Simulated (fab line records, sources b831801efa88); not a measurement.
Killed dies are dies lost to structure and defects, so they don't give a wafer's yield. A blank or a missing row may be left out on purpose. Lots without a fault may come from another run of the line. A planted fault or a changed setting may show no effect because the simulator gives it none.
One fault seen from 2 desks | flow gf180mcu | each desk has only its own numbers; what lay behind them comes last

THE METROLOGY DESK
What the gauges read, lot by lot, whatever tool the lot ran on: means of the sampled wafers that have a number. A lot is out of limits, marked OUT, if its mean lies more than 4 standard deviations from the usual mean; the brackets give that distance.
Columns: A = V1_W_RS at GF_V1_RS_MEAS_24, usual 0.329 ohm/sq
lot  | first seen here | A
L276 | day 18 23:22    | 0.332
L278 | day 19 15:17    | 0.331
L279 | day 19 23:19    | 0.328
L280 | day 20 05:50    | 0.333
L281 | day 20 16:17    | 0.331
L282 | day 21 06:43    | 0.326
L283 | day 21 15:01    | 0.327
L285 | day 22 07:20    | 0.327
L296 | day 26 01:25    | 0.329
L297 | day 26 03:41    | 0.327
L298 | day 26 11:34    | 0.332
L299 | day 26 15:47    | 0.327
This desk's finding: nothing out of limits on any of the 12 lots.

THE TOOL OWNER'S DESK: furnace-02
The tool's own readings at GF_DUAL_GATE_OXIDATION_15 (stabilise 600 s, purge 300 s, target thk 7.098 nm): means of the sampled wafers that have a number, for each lot that ran on this tool. A lot is out of limits, marked OUT, if its mean lies more than 4 standard deviations from the usual mean; the brackets give that distance.
Columns: A = ox_temp_c at GF_DUAL_GATE_OXIDATION_15, usual 850.0 C; B = ox_temp_c_max at GF_DUAL_GATE_OXIDATION_15, usual 853.8; C = zone_power_top_pct at GF_DUAL_GATE_OXIDATION_15, usual 30.2 %
lot  | first seen here | A     | B     | C
L278 | day 9 05:58     | 850.1 | 855.1 | 27.9
L283 | day 10 18:13    | 850.1 | 855.2 | 27.8
L285 | day 11 06:45    | 850.7 | 855.5 | 27.9
L296 | day 14 15:20    | 850.4 | 855.2 | 27.8
L298 | day 15 00:50    | 850.0 | 854.6 | 27.4
L299 | day 15 09:11    | 850.3 | 855.6 | 27.3
This desk's finding: nothing out of limits on any of the 6 lots.

PUT TOGETHER
The metrology desk saw nothing out of limits.
The tool owner's desk saw nothing out of limits.

WHAT THE SIMULATOR HAD PUT IN
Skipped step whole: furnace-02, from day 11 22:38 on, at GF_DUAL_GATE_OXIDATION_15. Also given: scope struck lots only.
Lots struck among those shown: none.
